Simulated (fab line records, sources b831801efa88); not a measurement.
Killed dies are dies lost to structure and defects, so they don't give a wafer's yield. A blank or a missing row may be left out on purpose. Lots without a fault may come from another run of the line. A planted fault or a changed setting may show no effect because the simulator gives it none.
Tool commonality check | flow gf180mcu | 10 lots, 30 wafers sampled

WHY IT WAS OPENED
At GF_V4_THK_MEAS_01 the reading V4_CVD_00_THK is flagged on 3 of 10 lots. Wafers without a fault read 598 nm, standard deviation 8.4.
Rule: a lot is flagged when every wafer of it that has a number lies more than 4 standard deviations from that mean, or none has a number. The other lots count as sound.

lot  | measured     | on            | V4_CVD_00_THK (nm), wafer by wafer | flag
L862 | day 23 10:54 | film_metro-04 | 585 584 595                        |
L863 | day 23 16:16 | film_metro-04 | 613 603 604                        |
L864 | day 24 00:04 | film_metro-04 | 587 601 601                        |
L868 | day 25 08:29 | film_metro-03 | 463 454 449                        | FLAGGED
L870 | day 26 00:34 | film_metro-03 | 469 460 464                        | FLAGGED
L873 | day 27 01:48 | film_metro-04 | 448 471 476                        | FLAGGED
L875 | day 27 18:02 | film_metro-01 | 595 589 588                        |
L876 | day 28 01:37 | film_metro-04 | 603 613 613                        |
L878 | day 28 14:51 | film_metro-01 | 594 614 607                        |
L885 | day 30 15:22 | film_metro-04 | 598 587 601                        |
The numbers of the flagged lots are 462 nm on average: -136 nm against the usual, or -16 standard deviations.

WHICH TOOL RAN EACH LOT
The record holds 3 process steps before the reading, out of a route of 602 steps. In each cell: the tool, then ch and the chambers that the sampled wafers went through, then the start.
lot  | flag    | GF_M1_SPUTTER_03             | GF_M3_SPUTTER_02             | GF_V4_CVD_00
L862 |         | pvd_sputter-01, day 16 04:53 | pvd_sputter-04, day 20 09:20 | hdpcvd-01 ch 1,2, day 23 10:49
L863 |         | pvd_sputter-01, day 16 10:50 | pvd_sputter-04, day 20 15:05 | hdpcvd-02 ch 0,1, day 23 16:11
L864 |         | pvd_sputter-04, day 16 17:18 | pvd_sputter-01, day 20 22:59 | hdpcvd-02 ch 0,1,2, day 23 23:59
L868 | FLAGGED | pvd_sputter-03, day 18 03:41 | pvd_sputter-01, day 22 09:26 | hdpcvd-01 ch 1,2, day 25 08:24
L870 | FLAGGED | pvd_sputter-03, day 18 21:47 | pvd_sputter-01, day 23 03:35 | hdpcvd-01 ch 0,2, day 26 00:29
L873 | FLAGGED | pvd_sputter-01, day 20 04:09 | pvd_sputter-04, day 24 06:42 | hdpcvd-01 ch 1,2, day 27 01:43
L875 |         | pvd_sputter-04, day 20 23:46 | pvd_sputter-03, day 25 00:16 | hdpcvd-02 ch 0,1, day 27 17:56
L876 |         | pvd_sputter-04, day 21 05:56 | pvd_sputter-04, day 25 07:40 | hdpcvd-02 ch 1,2, day 28 01:32
L878 |         | pvd_sputter-01, day 22 00:01 | pvd_sputter-03, day 25 22:58 | hdpcvd-02 ch 0,1,2, day 28 14:46
L885 |         | pvd_sputter-04, day 24 08:32 | pvd_sputter-03, day 28 02:34 | hdpcvd-02 ch 0,1, day 30 15:17
What these steps do:
- GF_M1_SPUTTER_03: material Ti, target thk 10 nm, time 6.7 s.
- GF_M3_SPUTTER_02: material AlCu, target thk 450 nm, time 23.9 s.
- GF_V4_CVD_00: deposits SiO2, target thk 600 nm, time 100 s.
- GF_V4_THK_MEAS_01

FLAGGED OVER TOTAL, TOOL BY TOOL (the gauges that took the reading come last)
step              | tool           | lots run | flagged | share of the flagged lots | sound lots run after its first flagged lot
GF_M1_SPUTTER_03  | pvd_sputter-01 | 4        | 1       | some                      | 1 (L878)
GF_M1_SPUTTER_03  | pvd_sputter-03 | 2        | 2       | some                      | 0
GF_M1_SPUTTER_03  | pvd_sputter-04 | 4        | 0       | none                      | -
GF_M3_SPUTTER_02  | pvd_sputter-01 | 3        | 2       | some                      | 0
GF_M3_SPUTTER_02  | pvd_sputter-03 | 3        | 0       | none                      | -
GF_M3_SPUTTER_02  | pvd_sputter-04 | 4        | 1       | some                      | 1 (L876)
GF_V4_CVD_00      | hdpcvd-01      | 4        | 3       | all                       | 0
GF_V4_CVD_00      | hdpcvd-02      | 6        | 0       | none                      | -
GF_V4_THK_MEAS_01 | film_metro-01  | 2        | 0       | none                      | -
GF_V4_THK_MEAS_01 | film_metro-03  | 2        | 2       | some                      | 0
GF_V4_THK_MEAS_01 | film_metro-04  | 6        | 1       | some                      | 2 (L876,L885)

WHAT THE TABLE ALLOWS
1 row of the table ran every flagged lot: hdpcvd-01 at GF_V4_CVD_00.
- hdpcvd-01 at GF_V4_CVD_00: 3 of its 4 lots flagged. Its last sound lot is L862 (day 23 10:49), its first flagged lot L868 (day 25 08:24): a fault that began between those two fits.
One tool is left: hdpcvd-01 at GF_V4_CVD_00.

WHAT THE SIMULATOR HAD PUT IN
Site profile drift: hdpcvd-01, from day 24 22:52 on, at GF_V4_CVD_00. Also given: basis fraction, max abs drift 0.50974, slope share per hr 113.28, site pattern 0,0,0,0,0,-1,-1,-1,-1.
Lots struck among those shown: L868, L870, L873. The rule above found the same.
